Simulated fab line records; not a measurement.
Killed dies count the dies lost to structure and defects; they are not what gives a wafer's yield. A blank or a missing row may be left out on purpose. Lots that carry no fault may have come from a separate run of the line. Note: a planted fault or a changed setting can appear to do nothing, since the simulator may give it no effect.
fab line records || flow sky130
record {"lots": 6, "wafers": 18, "lastDay": 50}
route steps=708 shown POLY_GATE@234 LDD_N@237 PAD_OPEN@708
lots with no fault: from the same line, run without faults
startH: the number of hours between the record's first day and the start of the first shown wafer of the lot || waitH: hours from the lot's prior step to this one || " repeats the value in the row above || L1.1+2: one row covering several wafers at once || - either no value or no given start || * or withheld: withheld || < > ~ a bound
route shown NAME@n: names a module that has steps shown in the file, with the first one's number in the route || usual: mean and standard deviation over wafers with no fault || same: alike in all rows || chamber/n: place in a boat || sites: the reading at each site || _std_site: how widely they spread, as a standard deviation || _edge_site: outer sites' mean less inner sites' || radiusMm: how far each site lies from the wafer's centre || mask NAME#n: copy n || behind: tool/chamber where the wafer was last shaped || hold: why the lot was held/for how many hours/how that ended || device: the transistor (n, p or np) that didn't switch || end of line: tests run on the same wafers once the route is complete || a step without rows: its recipe alone || killed: dies that structure and defects cost at the first sort, which is not the same as the wafer's yield || map: dies across one wafer; x = killed, . = not, _ = none there
set.NAME: the run value of the setting; set.NAME@STEP: its run value at that earlier step || model.NAME: the simulator's own value behind a step, which no gauge read
lots at selected steps of the route; one table per step, one row per wafer
services: when a tool's chamber went out of use (startH, in hours from the record's first day, below 0 if earlier), for how many hours, and the reason
## steps
# step SKY_POLY_GATE_OXIDATION_20
# recipe {"tempC": 850, "ambient": "O2", "stabiliseS": 600, "purgeS": 300, "targetThkA": 40, "oxTimeS": 899}
# step SKY_POLY_GATE_THK_MEAS_21
# recipe {"reads": "SiO2_of_POLY_GATE_OXIDATION_20"}
# usual {"POLY_GATE_OXIDATION_THK": "3.96/0.079"}
{"lot.wafer": "L369.1", "tool": "filmMetro-03", "chamber": "-", "startH": 373.17, "waitH": 0.0, "POLY_GATE_OXIDATION_THK[nm]": 3.90}
{"lot.wafer": "L369.4", "tool": "filmMetro-03", "chamber": "-", "startH": 373.17, "waitH": 0.0, "POLY_GATE_OXIDATION_THK[nm]": 4.03}
{"lot.wafer": "L369.5", "tool": "filmMetro-03", "chamber": "-", "startH": 373.17, "waitH": 0.0, "POLY_GATE_OXIDATION_THK[nm]": 3.92}
{"lot.wafer": "L380.1", "tool": "filmMetro-01", "chamber": "-", "startH": 474.68, "waitH": 0.0, "POLY_GATE_OXIDATION_THK[nm]": 3.97}
{"lot.wafer": "L380.3", "tool": "filmMetro-01", "chamber": "-", "startH": 474.68, "waitH": 0.0, "POLY_GATE_OXIDATION_THK[nm]": 3.93}
{"lot.wafer": "L380.5", "tool": "filmMetro-01", "chamber": "-", "startH": 474.68, "waitH": 0.0, "POLY_GATE_OXIDATION_THK[nm]": 3.83}
{"lot.wafer": "L381.1", "tool": "filmMetro-01", "chamber": "-", "startH": 487.74, "waitH": 0.0, "POLY_GATE_OXIDATION_THK[nm]": 3.99}
{"lot.wafer": "L381.2", "tool": "filmMetro-01", "chamber": "-", "startH": 487.74, "waitH": 0.0, "POLY_GATE_OXIDATION_THK[nm]": 4.04}
{"lot.wafer": "L381.4", "tool": "filmMetro-01", "chamber": "-", "startH": 487.74, "waitH": 0.0, "POLY_GATE_OXIDATION_THK[nm]": 4.00}
{"lot.wafer": "L383.2", "tool": "filmMetro-02", "chamber": "-", "startH": 515.05, "waitH": 0.0, "POLY_GATE_OXIDATION_THK[nm]": 3.94}
{"lot.wafer": "L383.4", "tool": "filmMetro-02", "chamber": "-", "startH": 515.05, "waitH": 0.0, "POLY_GATE_OXIDATION_THK[nm]": 3.95}
{"lot.wafer": "L383.6", "tool": "filmMetro-02", "chamber": "-", "startH": 515.05, "waitH": 0.0, "POLY_GATE_OXIDATION_THK[nm]": 3.96}
{"lot.wafer": "L389.1", "tool": "filmMetro-02", "chamber": "-", "startH": 560.44, "waitH": 0.0, "POLY_GATE_OXIDATION_THK[nm]": 4.04}
{"lot.wafer": "L389.3", "tool": "filmMetro-02", "chamber": "-", "startH": 560.44, "waitH": 0.0, "POLY_GATE_OXIDATION_THK[nm]": 3.93}
{"lot.wafer": "L389.6", "tool": "filmMetro-02", "chamber": "-", "startH": 560.44, "waitH": 0.0, "POLY_GATE_OXIDATION_THK[nm]": 4.04}
{"lot.wafer": "L390.2", "tool": "filmMetro-03", "chamber": "-", "startH": 572.22, "waitH": 0.0, "POLY_GATE_OXIDATION_THK[nm]": 3.85}
{"lot.wafer": "L390.3", "tool": "filmMetro-03", "chamber": "-", "startH": 572.22, "waitH": 0.0, "POLY_GATE_OXIDATION_THK[nm]": 3.91}
{"lot.wafer": "L390.4", "tool": "filmMetro-03", "chamber": "-", "startH": 572.22, "waitH": 0.0, "POLY_GATE_OXIDATION_THK[nm]": 3.88}
# step SKY_POLY_GATE_CD_MEAS_22
# usual {"cdNm": "151/3.1"}
{"lot.wafer": "L369.1", "tool": "cdSem-01", "chamber": "-", "startH": 373.23, "waitH": 0.1, "cdNm": 149}
{"lot.wafer": "L369.4", "tool": "cdSem-01", "chamber": "-", "startH": 373.23, "waitH": 0.1, "cdNm": 154}
{"lot.wafer": "L369.5", "tool": "cdSem-01", "chamber": "-", "startH": 373.23, "waitH": 0.1, "cdNm": 152}
{"lot.wafer": "L380.1", "tool": "cdSem-01", "chamber": "-", "startH": 474.74, "waitH": 0.1, "cdNm": 151}
{"lot.wafer": "L380.3", "tool": "cdSem-01", "chamber": "-", "startH": 474.74, "waitH": 0.1, "cdNm": 144}
{"lot.wafer": "L380.5", "tool": "cdSem-01", "chamber": "-", "startH": 474.74, "waitH": 0.1, "cdNm": 149}
{"lot.wafer": "L381.1", "tool": "cdSem-01", "chamber": "-", "startH": 487.80, "waitH": 0.1, "cdNm": 156}
{"lot.wafer": "L381.2", "tool": "cdSem-01", "chamber": "-", "startH": 487.80, "waitH": 0.1, "cdNm": 151}
{"lot.wafer": "L381.4", "tool": "cdSem-01", "chamber": "-", "startH": 487.80, "waitH": 0.1, "cdNm": 151}
{"lot.wafer": "L383.2", "tool": "cdSem-02", "chamber": "-", "startH": 515.12, "waitH": 0.1, "cdNm": 150}
{"lot.wafer": "L383.4", "tool": "cdSem-02", "chamber": "-", "startH": 515.12, "waitH": 0.1, "cdNm": 155}
{"lot.wafer": "L383.6", "tool": "cdSem-02", "chamber": "-", "startH": 515.12, "waitH": 0.1, "cdNm": 150}
{"lot.wafer": "L389.1", "tool": "cdSem-01", "chamber": "-", "startH": 560.50, "waitH": 0.1, "cdNm": 155}
{"lot.wafer": "L389.3", "tool": "cdSem-01", "chamber": "-", "startH": 560.50, "waitH": 0.1, "cdNm": 159}
{"lot.wafer": "L389.6", "tool": "cdSem-01", "chamber": "-", "startH": 560.50, "waitH": 0.1, "cdNm": 155}
{"lot.wafer": "L390.2", "tool": "cdSem-02", "chamber": "-", "startH": 572.30, "waitH": 0.1, "cdNm": 158}
{"lot.wafer": "L390.3", "tool": "cdSem-02", "chamber": "-", "startH": 572.30, "waitH": 0.1, "cdNm": 152}
{"lot.wafer": "L390.4", "tool": "cdSem-02", "chamber": "-", "startH": 572.30, "waitH": 0.1, "cdNm": 157}
# step SKY_LDD_N_DEHYDRATE_00
# recipe {"tempC": 200, "timeS": 60}
# step SKY_LDD_N_HMDS_01
# recipe {"primeTimeS": 60, "primeTempC": 120}
# step SKY_LDD_N_COAT_02
# recipe {"resist": "NOVOLAK", "spinRpm": 3000, "resistThkNm": 300}
# step SKY_LDD_N_SOFTBAKE_03
# recipe {"tempC": 90, "timeS": 60, "resist": "NOVOLAK"}
# step SKY_LDD_N_EXPOSE_04
# recipe {"maskId": "NTM", "targetCdNm": 840, "na": 0.6, "sourceShape": "conventional", "sigmaOuter": 0.6, "doseMj": 110}
# step SKY_LDD_N_PEB_05
# recipe {"tempC": "withheld", "timeS": "*", "resist": "NOVOLAK"}
# step SKY_LDD_N_DEVELOP_06
# recipe {"developTimeS": 60, "devTempC": 23}
# step SKY_LDD_N_OVL_MEAS_07
# usual {"LDD_N_OVL": "0.2/1.4"}
{"lot.wafer": "L369.1", "tool": "overlay-01", "chamber": "-", "startH": 401.92, "waitH": 0.1, "LDD_N_OVL[nm]": 1.6}
{"lot.wafer": "L369.4", "tool": "overlay-01", "chamber": "-", "startH": 401.92, "waitH": 0.1, "LDD_N_OVL[nm]": 0.4}
{"lot.wafer": "L369.5", "tool": "overlay-01", "chamber": "-", "startH": 401.92, "waitH": 0.1, "LDD_N_OVL[nm]": 1.6}
{"lot.wafer": "L380.1", "tool": "overlay-02", "chamber": "-", "startH": 505.37, "waitH": 0.1, "LDD_N_OVL[nm]": -1.0}
{"lot.wafer": "L380.3", "tool": "overlay-02", "chamber": "-", "startH": 505.37, "waitH": 0.1, "LDD_N_OVL[nm]": -0.3}
{"lot.wafer": "L380.5", "tool": "overlay-02", "chamber": "-", "startH": 505.37, "waitH": 0.1, "LDD_N_OVL[nm]": 0.7}
{"lot.wafer": "L381.1", "tool": "overlay-01", "chamber": "-", "startH": 518.63, "waitH": 0.2, "LDD_N_OVL[nm]": -2.2}
{"lot.wafer": "L381.2", "tool": "overlay-01", "chamber": "-", "startH": 518.63, "waitH": 0.2, "LDD_N_OVL[nm]": -1.0}
{"lot.wafer": "L381.4", "tool": "overlay-01", "chamber": "-", "startH": 518.63, "waitH": 0.2, "LDD_N_OVL[nm]": -2.0}
{"lot.wafer": "L383.2", "tool": "overlay-02", "chamber": "-", "startH": 545.83, "waitH": 0.1, "LDD_N_OVL[nm]": 0.6}
{"lot.wafer": "L383.4", "tool": "overlay-02", "chamber": "-", "startH": 545.83, "waitH": 0.1, "LDD_N_OVL[nm]": -0.7}
{"lot.wafer": "L383.6", "tool": "overlay-02", "chamber": "-", "startH": 545.83, "waitH": 0.1, "LDD_N_OVL[nm]": -1.1}
{"lot.wafer": "L389.1", "tool": "overlay-01", "chamber": "-", "startH": 589.90, "waitH": 0.1, "LDD_N_OVL[nm]": 0.3}
{"lot.wafer": "L389.3", "tool": "overlay-01", "chamber": "-", "startH": 589.90, "waitH": 0.1, "LDD_N_OVL[nm]": 0.7}
{"lot.wafer": "L389.6", "tool": "overlay-01", "chamber": "-", "startH": 589.90, "waitH": 0.1, "LDD_N_OVL[nm]": 1.2}
{"lot.wafer": "L390.2", "tool": "overlay-01", "chamber": "-", "startH": 601.68, "waitH": 0.1, "LDD_N_OVL[nm]": 0.2}
{"lot.wafer": "L390.3", "tool": "overlay-01", "chamber": "-", "startH": 601.68, "waitH": 0.1, "LDD_N_OVL[nm]": -0.5}
{"lot.wafer": "L390.4", "tool": "overlay-01", "chamber": "-", "startH": 601.68, "waitH": 0.1, "LDD_N_OVL[nm]": 0.6}
# step SKY_LDD_N_IMPLANT_08
# recipe {"species": "As", "energyKev": 20, "doseCm2": 7.5e+13, "tiltDeg": "withheld", "rotationDeg": 23}
# step SKY_LDD_N_IMPLANT_09
# recipe {"species": "As", "energyKev": 20, "doseCm2": 7.5e+13, "tiltDeg": "withheld", "rotationDeg": 113}
# usual {"doseIonsCm2": "7.498e+13/7.8e+10"}
{"lot.wafer": "L369.1", "tool": "implanter-02", "chamber": 0, "startH": 402.11, "waitH": 0.1, "doseIonsCm2": 7.507e+13}
{"lot.wafer": "L369.4", "tool": "implanter-02", "chamber": 0, "startH": 402.11, "waitH": 0.1, "doseIonsCm2": 7.499e+13}
{"lot.wafer": "L369.5", "tool": "implanter-02", "chamber": 0, "startH": 402.11, "waitH": 0.1, "doseIonsCm2": 7.496e+13}
{"lot.wafer": "L380.1", "tool": "implanter-02", "chamber": 0, "startH": 505.56, "waitH": 0.1, "doseIonsCm2": 7.816e+13}
{"lot.wafer": "L380.3", "tool": "implanter-02", "chamber": 0, "startH": 505.56, "waitH": 0.1, "doseIonsCm2": 7.81e+13}
{"lot.wafer": "L380.5", "tool": "implanter-02", "chamber": 0, "startH": 505.56, "waitH": 0.1, "doseIonsCm2": 7.818e+13}
{"lot.wafer": "L381.1", "tool": "implanter-02", "chamber": 0, "startH": 518.81, "waitH": 0.1, "doseIonsCm2": 7.817e+13}
{"lot.wafer": "L381.2", "tool": "implanter-02", "chamber": 0, "startH": 518.81, "waitH": 0.1, "doseIonsCm2": 7.813e+13}
{"lot.wafer": "L381.4", "tool": "implanter-02", "chamber": 0, "startH": 518.81, "waitH": 0.1, "doseIonsCm2": 7.804e+13}
{"lot.wafer": "L383.2", "tool": "implanter-01", "chamber": 0, "startH": 546.04, "waitH": 0.1, "doseIonsCm2": 7.491e+13}
{"lot.wafer": "L383.4", "tool": "implanter-01", "chamber": 0, "startH": 546.04, "waitH": 0.1, "doseIonsCm2": 7.495e+13}
{"lot.wafer": "L383.6", "tool": "implanter-01", "chamber": 0, "startH": 546.04, "waitH": 0.1, "doseIonsCm2": 7.498e+13}
{"lot.wafer": "L389.1", "tool": "implanter-02", "chamber": 0, "startH": 590.08, "waitH": 0.1, "doseIonsCm2": 7.493e+13}
{"lot.wafer": "L389.3", "tool": "implanter-02", "chamber": 0, "startH": 590.08, "waitH": 0.1, "doseIonsCm2": 7.48e+13}
{"lot.wafer": "L389.6", "tool": "implanter-02", "chamber": 0, "startH": 590.08, "waitH": 0.1, "doseIonsCm2": 7.495e+13}
{"lot.wafer": "L390.2", "tool": "implanter-04", "chamber": 0, "startH": 601.89, "waitH": 0.1, "doseIonsCm2": 7.495e+13}
{"lot.wafer": "L390.3", "tool": "implanter-04", "chamber": 0, "startH": 601.89, "waitH": 0.1, "doseIonsCm2": 7.5e+13}
{"lot.wafer": "L390.4", "tool": "implanter-04", "chamber": 0, "startH": 601.89, "waitH": 0.1, "doseIonsCm2": 7.487e+13}
# step SKY_LDD_N_IMPLANT_10
# recipe {"species": "As", "energyKev": 20, "doseCm2": 7.5e+13, "tiltDeg": "withheld", "rotationDeg": 203}
# step SKY_PAD_OPEN_PROBE_99
# usual {"killed_at_M0_to_M3": "44/7.3", "killed_at_M4_up": "3.1/1.6", "killedAtContacts": "24/5.4", "killedAtFrontEnd": "15/4", "killedAtOther": "0.2/0.49", "killedDies": "86/10", "killedOpen": "48/7.3", "killedShort": "38/6.3"}
# same {"grossDies": 492, "killedAtBackSide": 0}
{"lot.wafer": "L369.1", "tool": "prober-01", "chamber": "-", "startH": 1076.52, "waitH": 0.1, "killed_at_M0_to_M3": 49, "killed_at_M4_up": 4, "killedAtContacts": 23, "killedAtFrontEnd": 6, "killedAtOther": 0, "killedDies": 82, "killedOpen": 43, "killedShort": 39}
{"lot.wafer": "L369.4", "tool": "prober-01", "chamber": "-", "startH": 1076.67, "waitH": 0.2, "killed_at_M0_to_M3": 39, "killed_at_M4_up": 3, "killedAtContacts": 25, "killedAtFrontEnd": 14, "killedAtOther": 0, "killedDies": 81, "killedOpen": 40, "killedShort": 41}
{"lot.wafer": "L369.5", "tool": "prober-01", "chamber": "-", "startH": 1076.72, "waitH": 0.2, "killed_at_M0_to_M3": 42, "killed_at_M4_up": 4, "killedAtContacts": 24, "killedAtFrontEnd": 13, "killedAtOther": 0, "killedDies": 83, "killedOpen": 52, "killedShort": 31}
{"lot.wafer": "L380.1", "tool": "prober-02", "chamber": "-", "startH": 1144.01, "waitH": 0.1, "killed_at_M0_to_M3": 44, "killed_at_M4_up": 2, "killedAtContacts": 20, "killedAtFrontEnd": 6, "killedAtOther": 0, "killedDies": 72, "killedOpen": 41, "killedShort": 31}
{"lot.wafer": "L380.3", "tool": "prober-02", "chamber": "-", "startH": 1144.11, "waitH": 0.2, "killed_at_M0_to_M3": 43, "killed_at_M4_up": 4, "killedAtContacts": 26, "killedAtFrontEnd": 16, "killedAtOther": 0, "killedDies": 89, "killedOpen": 44, "killedShort": 45}
{"lot.wafer": "L380.5", "tool": "prober-02", "chamber": "-", "startH": 1144.21, "waitH": 0.2, "killed_at_M0_to_M3": 34, "killed_at_M4_up": 2, "killedAtContacts": 24, "killedAtFrontEnd": 12, "killedAtOther": 1, "killedDies": 73, "killedOpen": 36, "killedShort": 37}
{"lot.wafer": "L381.1", "tool": "prober-01", "chamber": "-", "startH": 1150.74, "waitH": 0.1, "killed_at_M0_to_M3": 56, "killed_at_M4_up": 2, "killedAtContacts": 15, "killedAtFrontEnd": 13, "killedAtOther": 0, "killedDies": 86, "killedOpen": 44, "killedShort": 42}
{"lot.wafer": "L381.2", "tool": "prober-01", "chamber": "-", "startH": 1150.79, "waitH": 0.1, "killed_at_M0_to_M3": 49, "killed_at_M4_up": 3, "killedAtContacts": 28, "killedAtFrontEnd": 12, "killedAtOther": 0, "killedDies": 92, "killedOpen": 58, "killedShort": 34}
{"lot.wafer": "L381.4", "tool": "prober-01", "chamber": "-", "startH": 1150.89, "waitH": 0.2, "killed_at_M0_to_M3": 35, "killed_at_M4_up": 4, "killedAtContacts": 23, "killedAtFrontEnd": 9, "killedAtOther": 1, "killedDies": 72, "killedOpen": 34, "killedShort": 38}
{"lot.wafer": "L390.2", "tool": "prober-02", "chamber": "-", "startH": 1197.67, "waitH": 0.1, "killed_at_M0_to_M3": 32, "killed_at_M4_up": 6, "killedAtContacts": 34, "killedAtFrontEnd": 17, "killedAtOther": 0, "killedDies": 89, "killedOpen": 52, "killedShort": 37}
{"lot.wafer": "L390.3", "tool": "prober-02", "chamber": "-", "startH": 1197.72, "waitH": 0.2, "killed_at_M0_to_M3": 60, "killed_at_M4_up": 2, "killedAtContacts": 24, "killedAtFrontEnd": 12, "killedAtOther": 0, "killedDies": 98, "killedOpen": 52, "killedShort": 46}
{"lot.wafer": "L390.4", "tool": "prober-02", "chamber": "-", "startH": 1197.77, "waitH": 0.2, "killed_at_M0_to_M3": 50, "killed_at_M4_up": 5, "killedAtContacts": 35, "killedAtFrontEnd": 12, "killedAtOther": 0, "killedDies": 102, "killedOpen": 66, "killedShort": 36}
# killed by level:class
L369.1 VIA1:geometricParticle:open=14 CONTACT:geometricParticle:open=9 VIA3:geometricParticle:open=6 METAL1:geometricParticle:short=5 VIA1:geometricParticle:short=5 METAL2:geometricParticle:short=4 METAL3:geometricParticle:short=4 VIA3:geometricParticle:short=4
L369.4 CONTACT:geometricParticle:open=8 VIA1:geometricParticle:open=8 LI_CONTACT:geometricParticle:open=5 METAL1:geometricParticle:short=5 FIELD_ISO:geometricParticle:short=4 POLY_GATE:geometricParticle:open=4 POLY_GATE:geometricParticle:short=4 LI_CONTACT:geometricParticle:short=4
L369.5 VIA1:geometricParticle:open=11 LI_CONTACT:geometricParticle:open=10 VIA3:geometricParticle:open=9 CONTACT:geometricParticle:open=7 METAL1:geometricParticle:short=6 POLY_GATE:geometricParticle:short=4 VIA1:geometricParticle:short=4 VIA2:geometricParticle:open=4
L380.1 VIA1:geometricParticle:open=10 CONTACT:geometricParticle:open=9 METAL2:geometricParticle:short=8 VIA2:geometricParticle:open=8 LI_CONTACT:geometricParticle:open=4 CONTACT:geometricParticle:short=4 METAL1:geometricParticle:short=4 VIA3:geometricParticle:open=4
L380.3 CONTACT:geometricParticle:open=12 VIA1:geometricParticle:short=8 VIA1:geometricParticle:open=8 CONTACT:geometricParticle:short=7 LI_CONTACT:geometricParticle:open=6 METAL1:geometricParticle:short=6 FIELD_ISO:geometricParticle:open=5 METAL2:geometricParticle:short=5
L380.5 CONTACT:geometricParticle:open=8 VIA2:geometricParticle:open=6 LOCAL_INTERCONNECT:geometricParticle:short=6 VIA1:geometricParticle:open=6 METAL2:geometricParticle:short=6 POLY_GATE:geometricParticle:short=5 CONTACT:geometricParticle:short=4 VIA1:geometricParticle:short=4
L381.1 VIA1:geometricParticle:open=11 VIA2:geometricParticle:open=11 METAL1:geometricParticle:short=7 VIA1:geometricParticle:short=6 METAL3:geometricParticle:short=6 VIA3:geometricParticle:open=5 FIELD_ISO:geometricParticle:short=4 POLY_GATE:geometricParticle:short=4
L381.2 VIA2:geometricParticle:open=11 CONTACT:geometricParticle:open=10 LI_CONTACT:geometricParticle:open=9 VIA3:geometricParticle:open=9 VIA1:geometricParticle:open=8 METAL2:geometricParticle:short=8 VIA1:geometricParticle:short=5 FIELD_ISO:geometricParticle:short=4
L381.4 VIA1:geometricParticle:open=10 LI_CONTACT:geometricParticle:open=6 CONTACT:geometricParticle:open=5 LI_CONTACT:geometricParticle:short=5 METAL2:geometricParticle:short=5 LOCAL_INTERCONNECT:geometricParticle:short=4 METAL1:geometricParticle:short=4 VIA1:geometricParticle:short=4
L390.2 CONTACT:geometricParticle:open=15 LI_CONTACT:geometricParticle:open=10 METAL1:geometricParticle:short=7 VIA1:geometricParticle:open=7 VIA2:geometricParticle:open=6 POLY_GATE:geometricParticle:open=5 LOCAL_INTERCONNECT:geometricParticle:short=5 METAL4:geometricParticle:short=5
L390.3 VIA1:geometricParticle:open=15 CONTACT:geometricParticle:open=11 VIA1:geometricParticle:short=9 METAL1:geometricParticle:short=7 VIA2:geometricParticle:open=6 METAL2:geometricParticle:short=6 POLY_GATE:geometricParticle:short=4 LI_CONTACT:geometricParticle:short=4
L390.4 CONTACT:geometricParticle:open=17 VIA1:geometricParticle:open=15 LI_CONTACT:geometricParticle:open=13 VIA2:geometricParticle:open=7 VIA1:geometricParticle:short=6 VIA3:geometricParticle:open=6 POLY_GATE:geometricParticle:short=4 METAL1:geometricParticle:short=4
## services
{"tool": "implanter-01", "chamber": "-", "startH": 402.91, "hours": 2.1, "kind": "repair"}
{"tool": "implanter-04", "chamber": "-", "startH": 463.35, "hours": 10.2, "kind": "pm"}
{"tool": "implanter-02", "chamber": "-", "startH": 497.83, "hours": 1.9, "kind": "repair"}
{"tool": "implanter-01", "chamber": "-", "startH": 530.61, "hours": 1.2, "kind": "repair"}
{"tool": "implanter-04", "chamber": "-", "startH": 547.65, "hours": 1.6, "kind": "repair"}
{"tool": "implanter-02", "chamber": "-", "startH": 588.67, "hours": 0.7, "kind": "repair"}
## key
firstSign {"step": "SKY_LDD_N_IMPLANT_09", "reading": "doseIonsCm2", "direction": "up", "sigmas": 40, "usual": "*", "struck": "*"}
effect none on later readings
metAt SKY_LDD_N_IMPLANT_09
struckWafers L380.1,L380.3,L380.5,L381.1,L381.2,L381.4
testerLeftOut L380,L381
onsetBetween 402.11 505.56
fault {"kind": "processParameterDrift", "tool": "implanter-02", "chamber": "-", "onsetH": 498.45, "steps": "SKY_LDD_N_IMPLANT_09", "channel": "doseCm2", "offset": "*", "shape": "step", "endH": 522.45, "actsIn": "*", "stated": "*"}
# testerLeftOut: of these lots the tester's yield and bins aren't shown, on N5 and GAA mostly nor the transistor test; their killed dies are dies lost to structure and defects alone, not to doping, threshold or leakage, so they don't give the yield
